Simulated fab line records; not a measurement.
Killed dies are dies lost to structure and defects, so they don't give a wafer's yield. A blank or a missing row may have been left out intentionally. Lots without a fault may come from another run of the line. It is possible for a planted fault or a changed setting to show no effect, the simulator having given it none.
Commonality check across tools    flow gf180mcu    12 lots and 36 wafers in the sample

## THE REASON FOR OPENING IT
GF_V3_RS_MEAS_24, reading V3_W_RS: flagged on 3 of 12 lots. Wafers without a fault read 0.325 ohm/sq, standard deviation 0.0041.
Rule: a lot is flagged when every wafer of it that has a number lies more than 4 standard deviations from that mean, or none has a number. All remaining lots are regarded as sound.

lot   measured      on            V3_W_RS (ohm/sq), wafer by wafer  flag
L623  day 22 21:46  filmMetro-01  0.327 0.326 0.323                 
L624  day 22 23:39  filmMetro-03  0.327 0.327 0.323                 
L626  day 23 13:47  filmMetro-01  0.326 0.321 0.328                 
L627  day 23 20:53  filmMetro-03  0.323 0.319 0.321                 
L631  day 25 12:44  filmMetro-03  0.321 0.326 0.334                 
L635  day 26 19:49  filmMetro-01  0.420 0.414 0.423                 FLAGGED
L636  day 26 21:36  filmMetro-02  0.410 0.412 0.411                 FLAGGED
L638  day 27 15:22  filmMetro-03  0.413 0.411 0.408                 FLAGGED
L641  day 28 08:33  filmMetro-03  0.331 0.330 0.322                 
L642  day 28 15:14  filmMetro-01  0.327 0.320 0.329                 
L643  day 28 23:29  filmMetro-03  0.322 0.326 0.327                 
L644  day 29 02:07  filmMetro-03  0.326 0.324 0.334                 
On average the flagged lots' numbers are 0.414 ohm/sq, which is +0.089 ohm/sq against the usual, or +22 standard deviations.

## WHICH TOOL EACH LOT WENT THROUGH
The record keeps 1 process step preceding the reading, out of 602 steps on the route. Read each cell as the tool, then ch plus the chambers that the sampled wafers visited, then the start.
lot   flag     GF_V3_CVD_23
L623           cvdW-02 ch 0,1, day 22 21:38
L624           cvdW-01 ch 0,1, day 22 23:32
L626           cvdW-01 ch 0,1, day 23 13:39
L627           cvdW-01 ch 1, day 23 20:47
L631           cvdW-01 ch 0,1, day 25 12:37
L635  FLAGGED  cvdW-01 ch 0,1, day 26 19:41
L636  FLAGGED  cvdW-01 ch 0,1, day 26 21:28
L638  FLAGGED  cvdW-01 ch 0,1, day 27 15:14
L641           cvdW-02 ch 0,1, day 28 08:26
L642           cvdW-02 ch 0,1, day 28 15:07
L643           cvdW-02 ch 0,1, day 28 23:22
L644           cvdW-02 ch 0,1, day 29 01:59
These steps, and what they do:
- GF_V3_CVD_23: deposits W, target thk 350 nm, time 104.9 s.
- GF_V3_RS_MEAS_24: measures by four-point-probe.

## FLAGGED OVER TOTAL, TOOL BY TOOL (the gauges that took the reading come last)
step              tool          lots run  flagged  share of the flagged lots  sound lots run after its first flagged lot
GF_V3_CVD_23      cvdW-01       7         3        all                        0
GF_V3_CVD_23      cvdW-02       5         0        none                       -
GF_V3_RS_MEAS_24  filmMetro-01  4         1        some                       1 (L642)
GF_V3_RS_MEAS_24  filmMetro-02  1         1        some                       0
GF_V3_RS_MEAS_24  filmMetro-03  7         1        some                       3 (L641,L643,L644)

## WHAT THE TABLE PERMITS
1 row of the table ran every flagged lot: cvdW-01 at GF_V3_CVD_23.
- cvdW-01 at GF_V3_CVD_23 ran 7 lots, 3 of them flagged. A fault beginning between L631 (day 25 12:37), its last sound lot, and L635 (day 26 19:41), its first flagged one, fits the data.
One tool is left: cvdW-01 at GF_V3_CVD_23.

## WHAT THE SIMULATOR PUT IN
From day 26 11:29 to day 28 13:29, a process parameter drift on cvdW-01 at GF_V3_CVD_23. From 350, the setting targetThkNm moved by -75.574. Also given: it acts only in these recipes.
Struck lots among those shown: L635, L636, L638. The rule above found the same.
